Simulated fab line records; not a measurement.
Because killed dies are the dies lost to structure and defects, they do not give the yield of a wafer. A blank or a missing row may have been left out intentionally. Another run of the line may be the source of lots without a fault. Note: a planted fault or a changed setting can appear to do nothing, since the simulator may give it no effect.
One fault seen from 2 desks | flow gf180mcu | every desk sees just its own numbers, and what lay behind them comes last

FROM THE METROLOGY DESK
What the gauges read, lot by lot, whatever tool the lot ran on: means of the sampled wafers that have a number. The brackets show how far a lot's mean lies from the usual mean; more than 4 standard deviations puts the lot out of limits, marked OUT.
Columns: A = M2_OVL at GF_M2_OVL_MEAS_15, usual -2 nm
lot  | first seen here | A
L277 | day 19 07:34    | -4
L278 | day 19 15:55    | -7
L279 | day 20 05:04    | -1
L280 | day 20 09:10    | 2
L281 | day 20 20:28    | -12
L282 | day 21 05:35    | 5
L285 | day 22 10:55    | 3
L286 | day 22 15:40    | 3
L287 | day 23 01:43    | -6
L290 | day 24 02:19    | -5
L294 | day 25 13:46    | 0
L300 | day 27 00:58    | -4
This desk's finding: nothing out of limits on any of the 12 lots.

FOR THE TOOL OWNER'S DESK: krf-scanner-01
The tool's own readings at GF_M2_EXPOSE_11 (exposes mask Metal2, target cd 280 nm): means of the sampled wafers that have a number, for each lot that ran on this tool. The brackets show how far a lot's mean lies from the usual mean; more than 4 standard deviations puts the lot out of limits, marked OUT.
Columns: A = exposure-dose-mJ-cm2 at GF_M2_EXPOSE_11, usual 27.96; B = focus-offset-nm at GF_M2_EXPOSE_11, usual 0.0 nm
lot  | first seen here | A     | B
L277 | day 18 19:27    | 27.98 | -0.4
L278 | day 19 03:51    | 27.95 | 0.0
L279 | day 19 17:09    | 27.95 | -0.5
L281 | day 20 08:13    | 27.95 | -0.3
L287 | day 22 14:17    | 27.95 | 1.2
L290 | day 23 15:11    | 27.96 | -0.3
L300 | day 26 15:36    | 27.93 | 0.3
This desk's finding: nothing out of limits on any of the 7 lots.

BROUGHT TOGETHER
At the metrology desk, nothing out of limits was observed.
Nothing out of limits was seen by the tool owner's desk.

WHAT THE SIMULATOR HAD PUT IN
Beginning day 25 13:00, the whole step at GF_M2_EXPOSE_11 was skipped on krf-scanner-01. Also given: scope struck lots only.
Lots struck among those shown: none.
